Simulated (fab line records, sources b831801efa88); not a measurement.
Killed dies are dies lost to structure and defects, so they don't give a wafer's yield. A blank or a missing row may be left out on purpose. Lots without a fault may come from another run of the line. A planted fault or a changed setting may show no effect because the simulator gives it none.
fab line records | flow gf180mcu
record lots=6 wafers=18 last_day=34
route steps=602 shown V5@549
lots that met no fault: from a run of the same line without faults
start_h: hours from the record's first day to the start of the lot's first wafer shown | wait_h: hours since the lot's step before | " the same as in the row above | L1.1+2: a row that stands for several wafers | - no value, or no start given | * or withheld: withheld | < > ~ a bound
route shown NAME@n: a module of which the file shows steps, and the number in the route of the first | usual: mean/standard deviation of fault-free wafers | same: alike in all rows | chamber/n: place in a boat | sites: the reading at each site | _std_site: their standard deviation | _edge_site: outer sites' mean less inner sites' | radius_mm: how far each site lies from the wafer's centre | mask NAME#n: copy n | behind: the tool/chamber that last shaped the wafer | hold: why the lot was held/for how many hours/how that ended | device: the transistor (n, p or np) that didn't switch | end of line: the same wafers' tests at the end of the route | a step without rows: its recipe alone | killed: dies lost to structure and defects at the first sort, not the wafer's yield | map: a wafer's dies, x killed, . not, _ none there
set.NAME: the setting as run; set.NAME@STEP: as run at that earlier step | model.NAME: the simulator's own value behind a step, which no gauge read
lots at some steps of the route; a table a step, a row a wafer
services: from which hour (start_h, from the record's first day; less than 0 if before it) a tool's chamber was out of use, for how many hours, and why
## steps
# step GF_V5_COAT_09
# recipe resist=KrF spin_rpm=withheld resist_thk_nm=1000
# step GF_V5_SOFTBAKE_10
# recipe temp_c=130 time_s=60 resist=KrF
# step GF_V5_EXPOSE_11
# recipe mask_id=Via5 target_cd_nm=260 na=0.68 source_shape=conventional sigma_outer=0.6 dose_mj=38
# step GF_V5_PEB_12
# recipe peb_temp_c=135 peb_time_s=90 resist=KrF
# step GF_V5_DEVELOP_13
# recipe develop_time_s=60 resist=KrF dev_temp_c=21
# step GF_V5_CD_MEAS_14
# recipe target_cd_nm=260
# usual cd_nm=259.6/1
# columns lot.wafer tool chamber start_h wait_h cd_nm
L235.1 cd_sem-01 - 680.57 0.1 258.6
L235.3 " - " " 257.6
L235.6 " - " " 257.4
L240.1 cd_sem-02 - 704.33 0.2 259.3
L240.3 " - " " 260.2
L240.5 " - " " 259.6
L246.2 cd_sem-01 - 739.56 0.2 261.6
L246.3 " - " " 260.7
L246.5 " - " " 260.0
L247.4 cd_sem-02 - 742.55 0.1 260.4
L247.5 " - " " 260.2
L247.6 " - " " 259.7
L250.3 cd_sem-01 - 762.30 0.1 259.7
L250.4 " - " " 260.9
L250.5 " - " " 260.6
L253.3 cd_sem-02 - 780.21 0.1 259.5
L253.4 " - " " 260.5
L253.6 " - " " 259.5
# step GF_V5_OVL_MEAS_15
# usual V5_OVL=4/4.9
# columns lot.wafer tool chamber start_h wait_h V5_OVL[nm]
L235.1 overlay-01 - 680.69 0.1 -1
L235.3 " - " " 4
L235.6 " - " " 2
L240.1 overlay-01 - 704.45 0.1 7
L240.3 " - " " 2
L240.5 " - " " -1
L246.2 overlay-02 - 739.66 0.1 -4
L246.3 " - " " -10
L246.5 " - " " -5
L247.4 overlay-01 - 742.63 0.1 2
L247.5 " - " " 11
L247.6 " - " " 7
L250.3 overlay-01 - 762.39 0.1 13
L250.4 " - " " 17
L250.5 " - " " 6
L253.3 overlay-02 - 780.30 0.1 3
L253.4 " - " " 3
L253.6 " - " " 0
# step GF_V5_ETCH_16
# recipe chemistry=N2/H2 target_depth_a=withheld overetch_a=withheld time_s=withheld target=BARC ion_energy_ev=200 source_w=500 bias_w=100 pressure_mtorr=30 n2_flow_sccm=100 h2_flow_sccm=200
# usual drypump_motor_current_A=5.7/0.52 oes_product_au=0.855/0.0047 throttle_valve_pct=13.224/0.009
# columns lot.wafer tool chamber start_h wait_h drypump_motor_current_A oes_product_au throttle_valve_pct
L235.1 rie_diel-01 1 680.72 0.0 5.1 0.855 13.222
L235.3 " 2 " " 4.7 0.862 13.220
L235.6 " 3 " " 6.3 0.852 13.227
L240.1 rie_diel-01 0 704.49 0.0 5.9 0.862 13.227
L240.3 " 3 " " 6.3 0.855 13.226
L240.5 " 0 " " 5.9 0.858 13.224
L246.2 rie_diel-02 3 739.69 0.0 5.3 0.855 13.231
L246.3 " 2 " " 5.8 0.860 13.237
L246.5 " 0 " " 5.3 0.860 13.219
L247.4 rie_diel-01 2 742.64 0.0 4.7 0.854 13.223
L247.5 " 3 " " 6.3 0.860 13.231
L247.6 " 2 " " 4.7 0.853 13.227
L250.3 rie_diel-04 0 762.41 0.0 5.3 0.860 13.233
L250.4 " 2 " " 6.0 0.853 13.225
L250.5 " 0 " " 5.3 0.853 13.217
L253.3 rie_diel-04 0 780.32 0.0 5.3 0.856 13.220
L253.4 " 2 " " 6.0 0.848 13.219
L253.6 " 3 " " 6.2 0.861 13.227
# step GF_V5_ETCH_17
# recipe chemistry=C4F8/O2/Ar mask_material=KrF target=SiO2 stop_on=TiN source_w=1500 bias_w=1200 pressure_mtorr=40 c4f8_flow_sccm=withheld O2_flow_sccm=6 Ar_flow_sccm=300 time_s=withheld target_depth_a=8550
# usual oes_product_au=0.860/0.0046
# columns lot.wafer tool chamber start_h wait_h oes_product_au
L235.1 rie_diel-01 1 - - 0.864
L235.3 " 2 " " 0.854
L235.6 " 3 " " 0.863
L240.1 rie_diel-01 0 - - 0.852
L240.3 " 3 " " 0.860
L240.5 " 0 " " 0.863
L246.2 rie_diel-02 3 - - 0.856
L246.3 " 2 " " 0.859
L246.5 " 0 " " 0.866
L247.4 rie_diel-01 2 - - 0.864
L247.5 " 3 " " 0.864
L247.6 " 2 " " 0.861
L250.3 rie_diel-04 0 - - 0.868
L250.4 " 2 " " 0.859
L250.5 " 0 " " 0.862
L253.3 rie_diel-04 0 - - 0.861
L253.4 " 2 " " 0.863
L253.6 " 3 " " 0.862
# step GF_V5_STRIP_18
# recipe chemistry=O2/N2 power_w=1400 pressure_mtorr=1500 platen_temp_c=250 o2_flow_sccm=3000 n2_flow_sccm=300 overash_fraction=0.5
# usual drypump_motor_current_A=5.8/0.34 heater_power_w=339/29 o2_flow_sccm=3001/7.8 oes_product_au=0.568/0.0051
# columns lot.wafer tool chamber start_h wait_h drypump_motor_current_A heater_power_w o2_flow_sccm oes_product_au rf_hours_counter_h
L235.1 plasma_asher-02 0 680.88 - 5.8 364 3010 0.564 27
L235.3 " 0 " " 5.8 381 3002 0.569 -
L235.6 " 0 " " 5.8 374 3011 0.568 -
L240.1 plasma_asher-02 0 704.64 - 5.8 380 2997 0.569 29
L240.3 " 1 " " 6.2 297 2998 0.577 -
L240.5 " 0 " " 5.8 373 2991 0.575 -
L246.2 plasma_asher-02 1 739.85 - 6.2 308 2996 0.568 33
L246.3 " 1 " " 6.2 299 3012 0.560 -
L246.5 " 1 " " 6.2 293 3006 0.560 -
L247.4 plasma_asher-04 0 742.83 - 5.2 328 3009 0.576 -
L247.5 " 0 " " 5.2 334 2996 0.572 -
L247.6 " 1 " " 6.1 333 2996 0.573 -
L250.3 plasma_asher-03 0 762.60 - 5.5 323 2988 0.562 -
L250.4 " 1 " " 6.1 361 3001 0.561 -
L250.5 " 0 " " 5.4 324 3000 0.570 -
L253.3 plasma_asher-03 0 780.51 - 5.4 326 3003 0.561 -
L253.4 " 1 " " 6.1 371 3008 0.568 -
L253.6 " 1 " " 6.0 367 3006 0.570 -
# step GF_V5_STRIP_19
# recipe chemistry=post_etch_residue_remover time_s=1200 temp_c=72.5
# step GF_V5_CLEAN_20
# recipe chemistry=DIW dry=n2_spin
# step GF_V5_SPUTTER_21
# recipe material=Ti target_thk_nm=15 chamber_pressure_pa=5 power_w=2500 substrate_temp_c=200 time_s=80.02
# usual cathode_dc_power_W=2500.0/0.46 chamber_pressure_pa=5.001/0.01 throttle_valve_pct=30.1/0.93
# columns lot.wafer tool chamber start_h wait_h cathode_dc_power_W chamber_pressure_pa throttle_valve_pct
L235.1 pvd_sputter-03 - 681.41 0.0 2499.6 5.003 29.0
L235.3 " - " " 2500.8 4.997 29.5
L235.6 " - " " 2500.0 4.991 29.4
L240.1 pvd_sputter-03 - 705.20 0.0 2499.4 5.015 30.5
L240.3 " - " " 2500.4 4.988 30.6
L240.5 " - " " 2499.7 4.998 30.5
L246.2 pvd_sputter-03 - 740.38 0.0 - - -
L246.3 " - " " - - -
L246.5 " - " " - - -
L247.4 pvd_sputter-03 - 743.33 0.0 - - -
L247.5 " - " " - - -
L247.6 " - " " - - -
L250.3 pvd_sputter-04 - 763.11 0.0 2500.2 5.021 32.3
L250.4 " - " " 2499.8 4.999 29.8
L250.5 " - " " 2500.4 5.004 32.0
L253.3 pvd_sputter-02 - 781.01 0.0 2500.3 4.991 31.2
L253.4 " - " " 2499.9 4.980 29.7
L253.6 " - " " 2500.5 4.996 29.7
# step GF_V5_SPUTTER_22
# recipe material=TiN target_thk_nm=10 chamber_pressure_pa=5 power_w=4000 time_s=40
# usual cathode_dc_power_W=4000.0/0.74 chamber_pressure_pa=5.000/0.0087 throttle_valve_pct=30.1/0.93
# columns lot.wafer tool chamber start_h wait_h cathode_dc_power_W chamber_pressure_pa throttle_valve_pct
L235.1 pvd_sputter-03 - 681.47 0.0 4000.1 5.014 28.5
L235.3 " - " " 3998.9 5.000 29.7
L235.6 " - " " 4000.6 5.002 29.6
L240.1 pvd_sputter-03 - 705.26 0.0 4000.0 4.984 30.2
L240.3 " - " " 3999.7 5.002 30.4
L240.5 " - " " 3999.5 5.005 30.3
L246.2 pvd_sputter-03 - 740.44 0.0 4000.6 5.002 29.4
L246.3 " - " " 3999.2 4.999 30.3
L246.5 " - " " 3998.8 5.009 30.8
L247.4 pvd_sputter-03 - 743.39 0.0 4000.0 5.015 30.5
L247.5 " - " " 4000.9 4.999 30.6
L247.6 " - " " 4000.2 4.988 28.7
L250.3 pvd_sputter-04 - 763.17 0.0 4000.5 4.995 32.5
L250.4 " - " " 3999.9 5.000 29.9
L250.5 " - " " 3999.7 4.987 32.3
L253.3 pvd_sputter-02 - 781.07 0.0 3999.0 4.999 31.0
L253.4 " - " " 4000.3 5.012 29.7
L253.6 " - " " 4000.6 4.995 29.9
## services
# columns tool chamber start_h hours kind
rie_diel-04 - 663.49 2.8 pm
rie_diel-02 1 664.06 8.4 repair
rie_diel-02 3 701.66 8.1 repair
rie_diel-02 2 709.75 - clean
rie_diel-02 2 709.75 17.1 scheduled_down
rie_diel-02 2 709.75 17.1 vent_cycle
rie_diel-02 0 711.61 2.2 repair
pvd_sputter-02 - 717.92 4.7 repair
plasma_asher-02 - 719.85 0.5 repair
plasma_asher-04 - 733.75 9.0 pm
plasma_asher-04 0 733.75 9.0 vent_cycle
plasma_asher-04 1 733.75 9.0 vent_cycle
pvd_sputter-02 - 734.97 8.1 repair
plasma_asher-03 - 737.44 1.4 repair
plasma_asher-04 0 742.75 - clean
plasma_asher-04 1 742.75 - clean
rie_diel-04 3 754.45 - clean
rie_diel-04 3 754.45 24.5 scheduled_down
rie_diel-04 3 754.45 24.5 vent_cycle
plasma_asher-04 - 761.75 1.5 repair
plasma_asher-04 - 764.87 1.5 repair
rie_diel-04 - 776.72 1.1 repair
## key
first_sign step=GF_V5_SPUTTER_21 reading=tool_record direction=missing
effect none on later readings
met_at GF_V5_SPUTTER_21
struck_wafers L246.2,L246.3,L246.5,L247.4,L247.5,L247.6
later_rows_left_out L246.2,L246.3,L246.5,L247.4,L247.5,L247.6
sort_left_out L246.2,L246.3,L246.5,L247.4,L247.5,L247.6
onset_between 705.20 740.38
fault kind=skipped_step_whole tool=pvd_sputter-03 chamber=- onset_h=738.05 steps=GF_V5_SPUTTER_21 scope=struck_lots_only
# sort_left_out: the simulated sort isn't trusted on such a fault, so these wafers' sort isn't shown, and their yield isn't known
# later_rows_left_out: the simulator's readings of these wafers behind a module that went badly wrong aren't trusted and aren't shown, but for the sort
